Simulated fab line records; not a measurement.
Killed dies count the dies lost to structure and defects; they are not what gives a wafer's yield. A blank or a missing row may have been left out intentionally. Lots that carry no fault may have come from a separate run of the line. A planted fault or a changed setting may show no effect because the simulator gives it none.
fab line records | flow sky130 | part 2 of 2: steps 43 to 43 of 43
record: lots: 6 wafers: 18 last_day: 51
route steps=708 shown METAL4@627 VIA4@639 METAL5@661 PAD_OPEN@708
lots with no fault: from the same line, run without faults
start_h: hours from the record's first day to the start of the lot's first wafer shown | wait_h: time in hours since the lot's previous step | " repeats the value in the row above | L1.1+2: a row that stands for several wafers | - value missing, or start not given | * or withheld: withheld | < > ~ a bound
route shown NAME@n: names a module that has steps shown in the file, with the first one's number in the route | usual: mean and standard deviation over wafers with no fault | same: alike in all rows | chamber/n: place in a boat | sites: the reading at each site | _std_site: standard deviation across them | _edge_site: inner sites' mean taken away from outer sites' mean | radius_mm: for every site, how far away it sits from the centre of the wafer | mask NAME#n: copy n | behind: the last tool/chamber to shape the wafer | hold: what put the lot on hold/how long, in hours/how the hold closed | device: whichever transistor did not switch (one of n, p or np) | end of line: at the end of the route, the tests of the same wafers | where a step has no rows: the recipe by itself | killed: at the first sort, the dies lost to defects and structure; wafer yield is something else | map: the dies of a wafer, with x for killed, . for not killed, _ for no die there
set.NAME: the run value of the setting; set.NAME@STEP: its run value at that earlier step | model.NAME: the simulator's own value behind a step, which no gauge read
a table for each step, a row for each wafer; lots at some steps of the route
services: the hour from which a tool's chamber was out of use, counted from the record's first day as start_h (under 0 if before that day), plus the number of hours and why
== steps ==
step: SKY_PAD_OPEN_PROBE_99
usual: defect_limited_yield: 82.2/2.1 killed_at_M0_to_M3: 44/7.4 killed_at_M4_up: 3.1/1.8 killed_at_contacts: 25/6 killed_at_front_end: 15/4.4 killed_at_other: 0.3/0.49 killed_dies: 88/10 killed_open: 48/7.4 killed_short: 39/6.3 sort_bin_3_pad_short: 0.9/0.4 sort_bin_5_function: 10.5/1.5 sort_bin_6_memory: 6.5/1.3 sort_n_pass: 404/10 sort_yield_pct: 82.2/2.1
same: gross_dies: 492 killed_at_back_side: 0 sort_bin_4_leakage[%]: 0 sort_bin_8_speed[%]: 0
columns lot.wafer tool chamber start_h wait_h defect_limited_yield[%] killed_at_M0_to_M3 killed_at_M4_up killed_at_contacts killed_at_front_end killed_at_other killed_dies killed_open killed_short sort_bin_3_pad_short[%] sort_bin_5_function[%] sort_bin_6_memory[%] sort_n_pass sort_yield_pct[%] model.etest.tester.sort_n_pass model.etest.tester.sort_yield_pct model.etest.tester.sort_bin_5_pct model.etest.tester.sort_bin_3_pct
L121.1 prober-01 - 1134.27 0.1 78.7 45 26 24 9 1 105 46 36 1.2 14.2 5.9 387 78.7 387 78.66 14.23 1.22
L121.2 prober-01 - 1134.32 0.1 81.7 49 4 22 14 1 90 45 45 1.4 9.3 7.5 402 81.7 402 81.71 9.35 1.423
L121.6 prober-01 - 1134.52 0.2 81.5 38 3 37 13 0 91 62 29 0.6 10.8 7.1 401 81.5 401 81.5 10.77 0.6098
L123.1 prober-01 - 1144.26 0.1 80.9 52 3 24 15 0 94 49 45 0.4 11.8 6.9 398 80.9 398 80.89 11.79 0.4065
L123.5 prober-01 - 1144.46 0.2 77.2 48 25 23 15 1 112 52 37 1.4 14.2 7.1 380 77.2 380 77.24 14.23 1.423
L123.6 prober-01 - 1144.51 0.2 83.5 38 4 24 15 0 81 45 36 1.2 10.0 5.3 411 83.5 411 83.54 9.959 1.22
L134.1 prober-02 - 1207.81 0.1 83.5 42 4 19 16 0 81 46 35 0 10.0 6.5 411 83.5 411 83.54 9.959 0
L134.3 prober-02 - 1207.91 0.2 82.9 48 5 15 15 1 84 49 35 0.6 9.3 7.1 408 82.9 408 82.93 9.35 0.6098
L134.5 prober-02 - 1208.01 0.2 83.3 37 2 28 15 0 82 54 28 0.8 8.5 7.3 410 83.3 410 83.33 8.537 0.813
L136.3 prober-01 - 1209.30 0.2 82.7 46 4 20 14 1 85 47 36 1.2 8.5 7.5 407 82.7 407 82.72 8.537 1.22
L136.4 prober-01 - 1209.35 0.2 78.3 55 5 21 26 0 107 51 55 0.6 14.0 7.1 385 78.3 385 78.25 14.02 0.6098
L136.6 prober-01 - 1209.45 0.2 84.1 35 1 25 16 1 78 44 33 1.2 8.3 6.3 414 84.1 414 84.15 8.333 1.22
L135.1 prober-02 - 1213.25 0.1 83.3 36 2 26 17 1 82 41 41 0.8 10.2 5.7 410 83.3 410 83.33 10.16 0.813
L135.2 prober-02 - 1213.30 0.1 83.9 41 4 24 8 2 79 41 38 1.2 9.1 5.7 413 83.9 413 83.94 9.146 1.22
L135.3 prober-02 - 1213.35 0.2 86.2 31 2 15 20 0 68 35 33 0.8 6.9 6.1 424 86.2 424 86.18 6.911 0.813
L137.1 prober-01 - 1214.05 0.1 80.7 52 1 26 16 0 95 50 45 0.8 10.6 7.9 397 80.7 397 80.69 10.57 0.813
L137.3 prober-01 - 1214.15 0.2 83.3 30 6 29 17 0 82 48 34 0.6 11.6 4.5 410 83.3 410 83.33 11.59 0.6098
L137.6 prober-01 - 1214.30 0.2 80.1 38 5 34 20 1 98 59 39 1.0 12.0 6.9 394 80.1 394 80.08 11.99 1.016
killed by level:class
L121.1 VIA4:unspecified=22 LI_CONTACT:geometric_particle:open=10 VIA1:geometric_particle:open=10 VIA2:geometric_particle:open=8 VIA2:geometric_particle:short=6 CONTACT:geometric_particle:short=5 FIELD_ISO:geometric_particle:open=4 LI_CONTACT:geometric_particle:short=4
L121.2 METAL1:geometric_particle:short=8 LI_CONTACT:geometric_particle:open=8 VIA1:geometric_particle:open=7 CONTACT:geometric_particle:open=6 VIA3:geometric_particle:short=6 VIA2:geometric_particle:short=6 METAL2:geometric_particle:short=6 CONTACT:geometric_particle:short=5
L121.6 VIA3:geometric_particle:open=13 LI_CONTACT:geometric_particle:open=12 CONTACT:geometric_particle:open=11 VIA2:geometric_particle:open=9 VIA1:geometric_particle:open=8 CONTACT:geometric_particle:short=7 FIELD_ISO:geometric_particle:open=6 LI_CONTACT:geometric_particle:short=3
L123.1 VIA1:geometric_particle:open=13 CONTACT:geometric_particle:open=9 METAL2:geometric_particle:short=6 VIA2:geometric_particle:open=6 VIA1:geometric_particle:short=6 POLY_GATE:geometric_particle:short=5 LI_CONTACT:geometric_particle:open=5 LOCAL_INTERCONNECT:geometric_particle:short=5
L123.5 VIA4:unspecified=23 VIA2:geometric_particle:open=13 VIA1:geometric_particle:open=12 LI_CONTACT:geometric_particle:open=9 VIA1:geometric_particle:short=6 FIELD_ISO:geometric_particle:open=5 POLY_GATE:geometric_particle:short=5 CONTACT:geometric_particle:open=5
L123.6 LI_CONTACT:geometric_particle:open=8 CONTACT:geometric_particle:open=8 VIA3:geometric_particle:open=8 METAL1:geometric_particle:short=5 METAL2:geometric_particle:short=5 FIELD_ISO:geometric_particle:open=4 POLY_GATE:geometric_particle:short=4 METAL3:geometric_particle:short=4
L134.1 VIA1:geometric_particle:open=13 CONTACT:geometric_particle:open=8 VIA2:geometric_particle:short=6 VIA2:geometric_particle:open=5 VIA3:geometric_particle:short=5 POLY_GATE:geometric_particle:open=4 POLY_GATE:geometric_particle:short=4 METAL2:geometric_particle:short=4
L134.3 VIA1:geometric_particle:open=12 VIA3:geometric_particle:open=11 VIA1:geometric_particle:short=6 FIELD_ISO:geometric_particle:short=5 LI_CONTACT:geometric_particle:open=5 VIA2:geometric_particle:open=5 CONTACT:geometric_particle:open=4 METAL1:geometric_particle:short=4
L134.5 CONTACT:geometric_particle:open=11 FIELD_ISO:geometric_particle:open=8 VIA3:geometric_particle:open=8 VIA2:geometric_particle:open=6 LOCAL_INTERCONNECT:geometric_particle:short=5 METAL1:geometric_particle:short=5 VIA1:geometric_particle:open=5 VIA1:geometric_particle:short=5
L136.3 VIA1:geometric_particle:open=10 VIA2:geometric_particle:open=9 LI_CONTACT:geometric_particle:open=8 CONTACT:geometric_particle:open=7 METAL1:geometric_particle:short=6 VIA1:geometric_particle:short=5 METAL2:geometric_particle:short=5 FIELD_ISO:geometric_particle:short=4
L136.4 METAL1:geometric_particle:short=11 VIA1:geometric_particle:open=11 POLY_GATE:geometric_particle:short=9 VIA2:geometric_particle:open=8 VIA3:geometric_particle:open=7 FIELD_ISO:geometric_particle:open=6 METAL2:geometric_particle:short=6 LI_CONTACT:geometric_particle:open=5
L136.6 CONTACT:geometric_particle:open=8 VIA2:geometric_particle:open=8 LI_CONTACT:geometric_particle:open=6 CONTACT:geometric_particle:short=6 VIA1:geometric_particle:open=6 VIA3:geometric_particle:open=5 FIELD_ISO:geometric_particle:short=4 POLY_GATE:geometric_particle:open=4
L135.1 LI_CONTACT:geometric_particle:open=8 VIA2:geometric_particle:open=8 CONTACT:geometric_particle:open=7 VIA1:geometric_particle:open=7 METAL2:geometric_particle:short=6 FIELD_ISO:geometric_particle:short=5 POLY_GATE:geometric_particle:short=5 FIELD_ISO:geometric_particle:open=4
L135.2 CONTACT:geometric_particle:open=8 VIA1:geometric_particle:open=8 LI_CONTACT:geometric_particle:open=6 CONTACT:geometric_particle:short=6 VIA2:geometric_particle:open=6 METAL2:geometric_particle:short=6 VIA1:geometric_particle:short=5 VIA3:geometric_particle:open=5
L135.3 METAL2:geometric_particle:short=7 FIELD_ISO:geometric_particle:open=6 VIA2:geometric_particle:open=6 LI_CONTACT:geometric_particle:open=5 CONTACT:geometric_particle:open=5 POLY_GATE:geometric_particle:short=4 VIA1:geometric_particle:open=4 FIELD_ISO:geometric_particle:short=3
L137.1 VIA2:geometric_particle:open=9 LI_CONTACT:geometric_particle:open=8 CONTACT:geometric_particle:open=8 VIA3:geometric_particle:open=8 VIA1:geometric_particle:open=7 VIA3:geometric_particle:short=7 POLY_GATE:geometric_particle:open=5 POLY_GATE:geometric_particle:short=4
L137.3 CONTACT:geometric_particle:open=10 VIA2:geometric_particle:open=9 LI_CONTACT:geometric_particle:open=7 CONTACT:geometric_particle:short=7 FIELD_ISO:geometric_particle:open=4 VIA1:geometric_particle:open=4 POLY_GATE:geometric_particle:open=4 METAL4:geometric_particle:short=4
L137.6 CONTACT:geometric_particle:open=14 VIA1:geometric_particle:open=9 CONTACT:geometric_particle:short=8 VIA3:geometric_particle:open=8 FIELD_ISO:geometric_particle:open=7 VIA2:geometric_particle:open=7 LI_CONTACT:geometric_particle:open=6 METAL4:geometric_particle:short=5
map L121.1 (x killed, . not)
__________...x..x..x_________
________....x........._______
______......x..x......xx_____
_____....x....x.....xxxxx____
____............x......xxx___
___...x...............xxxxx__
__....x..x..x..x..x.x.xxxxxx_
_...x..........xx.....xx.xxxx
_........x...................
_..x....x...x..x...x..xx.....
_...x..........xx............
_...............x...x.......x
_.xx.....x...x..x............
_x...xxxx....x.....xx..x..x..
_..xxx.....x.x....x.x......x.
__..xx.....x.x.............._
___....x.......x........x..__
____...x.....x...x.x...x.x___
_____.....x........x.....____
______x.x.............x._____
________.....x.x......_______
__________xx........_________
map L123.5 (x killed, . not)
__________x..x......_________
________.....x......xx_______
______.x..x.....x....xxx_____
_____.xx...x...x.....xxxx____
____xx........x..x....xxxx___
___........xx..x......xxxxx__
__.x.....x.........x....xxxx_
_..x....x.xx...x.x...x.x..x..
_.x.........xx.x......xx.....
_...xxx......x.x....x......x.
_..........x.x.x.............
_.x.x....x.............x.....
_...x......x..x.xx..xxx......
_...x.xxxx...............x...
_.x........x...x....x.....x..
__.x.....x.......x.........._
___......x.........x.......__
____........xx...x....x...___
_____..x.x.xx............____
______...........x.xx.x._____
________...x....xx...._______
__________.x....x..._________
== services ==
columns tool chamber start_h hours kind
pvd_sputter-02 0 1022.73 - consumable_replace:kit
pvd_sputter-02 0 1022.73 18.0 scheduled_down
pvd_sputter-04 0 1044.09 - consumable_replace:kit
pvd_sputter-04 0 1044.09 18.0 scheduled_down
pvd_sputter-04 0 1044.09 18.0 vent_cycle
plasma_asher-01 - 1055.25 9.0 pm
plasma_asher-01 0 1055.25 9.0 vent_cycle
plasma_asher-01 1 1055.25 9.0 vent_cycle
pvd_sputter-03 - 1056.67 3.3 repair
plasma_asher-01 0 1064.25 - clean
plasma_asher-01 1 1064.25 - clean
cvd_w-01 - 1082.22 2.8 pm
cmp-02 - 1084.04 4.0 pm
cvd_w-01 0 1085.39 18.1 repair
cmp-02 - 1099.50 0.8 repair
cvd_w-01 - 1105.39 0.5 repair
cmp-01 - 1110.06 5.3 pm
pvd_sputter-04 3 1129.91 - consumable_replace:kit
pvd_sputter-04 3 1129.91 18.0 scheduled_down
pvd_sputter-04 3 1129.91 18.0 vent_cycle
plasma_asher-02 - 1133.78 6.8 repair
pvd_sputter-04 2 1153.58 - consumable_replace:kit
pvd_sputter-04 2 1153.58 18.0 scheduled_down
pvd_sputter-04 2 1153.58 18.0 vent_cycle
== key ==
first_sign: step: SKY_PAD_OPEN_PROBE_99 reading: killed_at_M4_up direction: up sigmas: 12 usual: 3.1 struck: 25.5
effect none on later readings
model_effect: step: SKY_PAD_OPEN_PROBE_99 value: etest.tester.sort_n_pass without: 404.5 struck: 383.5
met_at SKY_VIA4_HDPCVD_00
struck_wafers L121.1,L123.5
fault: kind: chamber_particle_source tool: hdpcvd-01 chamber: 0 onset_h: 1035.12 steps: SKY_VIA4_HDPCVD_00 rate_per_visit_cm2: 0.63313 end_h: 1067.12
